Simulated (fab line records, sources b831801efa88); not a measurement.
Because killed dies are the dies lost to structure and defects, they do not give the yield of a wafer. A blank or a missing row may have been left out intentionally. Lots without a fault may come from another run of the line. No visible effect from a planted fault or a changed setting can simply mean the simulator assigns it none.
Chamber matching | flow gf180mcu | GF_V1_CMP_26 on cmp-02: 4 sister chambers
The step polishes, stops on SiO2, t overpolish 15 s, target thk 0 nm. 8 wafers are shown with their chamber, then 9 later ones without.

## EACH WAFER AND ITS CHAMBER
wafer  | chamber | motor-current-A (A) | head-pressure-psi (psi)
L077.6 | 2       | 11.7                | 3.505
L078.5 | 2       | 12.2                | 3.514
L078.6 | 1       | 10.5                | 3.493
L080.1 | 1       | 10.5                | 3.489
L080.3 | 0       | 10.4                | 3.511
L084.2 | 0       | 10.8                | 3.511
L084.3 | 3       | 12.0                | 3.502
L084.5 | 3       | 11.7                | 3.506

## WAFERS MISSING THEIR CHAMBER
wafer  | motor-current-A (A) | head-pressure-psi (psi)
L087.1 | 11.8                | 3.504
L087.2 | 9.7                 | 3.499
L087.3 | 12.6                | 3.506
L091.1 | 9.7                 | 3.499
L091.2 | 11.8                | 3.501
L091.4 | 10.8                | 3.488
L092.1 | 12.6                | 3.504
L092.2 | 10.4                | 3.496
L092.4 | 11.7                | 3.512

## THE CHAMBER EACH PASSED THROUGH
wafer  | from the rows above     | in truth
L087.1 | can't be placed: 3 or 2 | 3
L087.2 | can't be placed: 1 or 0 | 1
L087.3 | can't be placed: 2 or 3 | 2
L091.1 | can't be placed: 1 or 0 | 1
L091.2 | can't be placed: 3 or 2 | 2
L091.4 | 1                       | 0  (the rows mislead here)
L092.1 | can't be placed: 2 or 3 | 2
L092.2 | 1                       | 1
L092.4 | can't be placed: 2 or 3 | 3
Correct placement for 1 of the 9. Unplaceable from these rows: 7, with the true chamber sitting among the candidates in 7. Number placed wrongly: 1.
How it was worked out, from the rows above alone: a wafer's distance from a chamber is the root of the sum, over the readings, of the square of ((its reading less the chamber's mean) divided by the reading's scatter). The wafer belongs to the nearest chamber; if the next one is less than 2 further off, it can't be placed. A chamber's mean is the mean of its shown wafers. How the scatter is found: for the shown wafers, subtract from each reading the mean of its chamber, square and add these, divide the total by (wafers less chambers), then take the root.
